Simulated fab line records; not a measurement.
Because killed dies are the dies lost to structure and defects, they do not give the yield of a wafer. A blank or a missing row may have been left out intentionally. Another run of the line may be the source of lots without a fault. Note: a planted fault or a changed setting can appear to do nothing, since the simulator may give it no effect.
Comparing a struck lot with a sound one | flow gf180mcu | 14 out of 602 route steps
Sound: these wafers, L526.2, L526.3, L526.4. Wafers L537.1, L537.2, L537.5 were the ones struck. The cause comes at the end.
For every step that has rows: the tool of each side, followed by ch and its chambers, followed by its first start. Under that, the readings that differ: sound wafers | struck wafers | difference of the means | sigmas: that difference in standard deviations of wafers without a fault.
alike: same words and numbers on both sides, and readings whose means sit less than 2 such deviations apart. not compared: any withheld reading, any reading some wafer has no value for, any bound like >300 that may hide the same value, and any number with overlapping values for which the record gives no deviation.
A row with sigmas, a row that says differs or no value, or rows on one side alone: a step with any of these is where the two part. When numbers do not overlap yet have no deviation, they are printed without sigmas and do not part them. A reading that every wafer of one side lacks parts them only if that side has two wafers or more.

first, 2 steps without rows for these wafers: GF_VT_IMPLANT_PEB_05; GF_VT_IMPLANT_DEVELOP_06 (develop time 60 s).
GF_VT_IMPLANT_OVL_MEAS_07:
  sound on overlay-02 at day 6 00:46; struck on overlay-01 at day 8 21:57
  reading             | sound          | struck      | difference | sigmas
  VT_IMPLANT_OVL (nm) | -1.6 -4.1 -1.9 | 2.3 3.3 0.6 | +4.6       | +3
following that, these wafers have no rows for 1 step: GF_VT_IMPLANT_IMPLANT_08.
GF_VT_IMPLANT_STRIP_09: strips in O2/N2.
  sound on plasma asher-04 ch 0,1, day 6 00:56; struck on plasma asher-02 ch 0,1, day 8 22:08
  reading                     | sound       | struck      | difference | sigmas
  drypump motor current A (A) | 5.5 5.6 5.5 | 6.1 6.5 6.5 | +0.8       | +2
  alike: heater power w, o2 flow sccm, oes product au, strip time to endpoint s
  not compared: rf hours counter h
GF_VT_IMPLANT_TW_MEAS_10:
  sound on film metro-01 at day 6 01:03; struck on film metro-01 at day 8 22:14
  alike: VT_IMPLANT_TW
then, 6 steps without rows for these wafers: GF_VT_IMPLANT_DEHYDRATE_11 (time 60 s); GF_VT_IMPLANT_HMDS_12 (prime time 60 s); GF_VT_IMPLANT_COAT_13 (resist thk 1000 nm); GF_VT_IMPLANT_SOFTBAKE_14 (time 60 s); GF_VT_IMPLANT_EXPOSE_15 (exposes mask Nwell LV AREA, target cd 860 nm); GF_VT_IMPLANT_PEB_16.
GF_VT_IMPLANT_DEVELOP_17: develop time 60 s.
  struck on litho track-03, day 9 15:37; sound on litho track-02 ch 0, day 6 17:05
  no value came back on the struck wafers for chill plate temp C (C), develop time s (s), exhaust pa (Pa); on the sound wafers chill plate temp C (C) reads 23.14 22.92 22.97
GF_VT_IMPLANT_OVL_MEAS_18:
  sound on overlay-02 at day 6 17:13; struck on overlay-01 at day 9 15:46
  reading                | sound          | struck | difference                    | sigmas
  VT_IMPLANT_01_OVL (nm) | -3.5 -2.2 -3.3 | - - -  | no value on the struck wafers |

WHERE THEY PART
At GF_VT_IMPLANT_OVL_MEAS_07 first; at GF_VT_IMPLANT_OVL_MEAS_18 last (within this record only).

WHY: the cause the simulator had injected
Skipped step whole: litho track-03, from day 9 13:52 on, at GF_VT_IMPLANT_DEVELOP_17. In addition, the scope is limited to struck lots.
